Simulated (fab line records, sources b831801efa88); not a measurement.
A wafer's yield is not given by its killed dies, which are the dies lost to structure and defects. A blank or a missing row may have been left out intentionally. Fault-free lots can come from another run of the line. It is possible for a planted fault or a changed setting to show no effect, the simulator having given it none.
Comparing a struck lot with a sound one | flow sky130 | 14 out of 708 route steps
Sound: the wafers L859.2, L859.4, L859.6. Wafers struck: L850.2, L850.3, L850.6. The cause comes at the end.
At each step with rows: each side's tool, then ch and its chambers, then its first start. Under that, the readings that differ: sound wafers | struck wafers | difference of the means | sigmas: that difference in standard deviations of wafers without a fault.
alike: a reading whose means differ by less than 2 such deviations, as well as words and numbers matching on both sides. not compared: withheld readings; readings where some wafer has no value; bounds like >300 that might hide an equal value; numbers whose values overlap and for which the record gives no deviation.
Wherever a step has rows on one side only, a row that says differs or no value, or a row with sigmas, the two part there. Numbers that have no deviation but don't overlap get no sigmas and don't part them. A reading missing from all wafers of one side parts the sides only when that side holds two or more wafers.

SKY_METAL4_SPUTTER_03: material Ti, target thk 5 nm, time 3.3 s.
  struck on pvd-sputter-02, day 43 02:37; sound on pvd-sputter-04, day 45 21:03
  alike: throttle-valve-pct
SKY_METAL4_SPUTTER_04: material TiN, target thk 70 nm, time 58.3 s.
  struck on pvd-sputter-02, day 43 02:38; sound on pvd-sputter-04, day 45 21:04
  alike: throttle-valve-pct
SKY_CAP2M_CVD_00: deposits SiO2, target thk 15.5 nm.
  sound on pecvd-03 ch 0,1, day 45 21:07; struck on pecvd-02 ch 0,1,2, day 43 02:41
  alike: heater-power-w, susceptor-temp-C
SKY_CAP2M_THK_MEAS_01:
  struck on film-metro-03, day 43 02:43; sound on film-metro-03, day 45 21:09
  alike: CAP2M_CVD_00_THK
SKY_CAP2M_SPUTTER_02: material TiN, target thk 200 nm, time 166.7 s.
  struck on pvd-sputter-04, day 43 02:46; sound on pvd-sputter-01, day 45 21:12
  alike: susceptor-temp-C, throttle-valve-pct
SKY_CAP2M_RS_MEAS_03: a four-point-probe measurement.
  struck on film-metro-02, day 43 02:53; sound on film-metro-03, day 45 21:20
  alike: CAP2M_TIN_RS
SKY_CAP2M_THK_MEAS_04: measures by xrf.
  struck on film-metro-02, day 43 03:00; sound on film-metro-03, day 45 21:26
  alike: CAP2M_TIN_THK
then, 5 steps without rows for these wafers: SKY_CAP2M_DEHYDRATE_05 (time 60 s); SKY_CAP2M_HMDS_06 (prime time 60 s); SKY_CAP2M_COAT_07 (resist thk 1140 nm); SKY_CAP2M_SOFTBAKE_08 (time 60 s); SKY_CAP2M_EXPOSE_09 (exposes mask CAP2M, target cd 1000 nm).
SKY_CAP2M_PEB_10:
  struck on litho-track-03, day 44 01:28; sound on litho-track-02 ch 0, day 46 16:30
  reading         | sound          | struck | difference                    | sigmas
  exhaust-pa (Pa) | 44.0 44.9 45.5 | - - -  | no value on the struck wafers |
  not compared: chill-plate-temp-C
then, 1 step without rows for these wafers: SKY_CAP2M_DEVELOP_11 (develop time 60 s).

== WHERE THEY PART ==
SKY_CAP2M_PEB_10 only, going by this record.

WHY: what had been put in by the simulator
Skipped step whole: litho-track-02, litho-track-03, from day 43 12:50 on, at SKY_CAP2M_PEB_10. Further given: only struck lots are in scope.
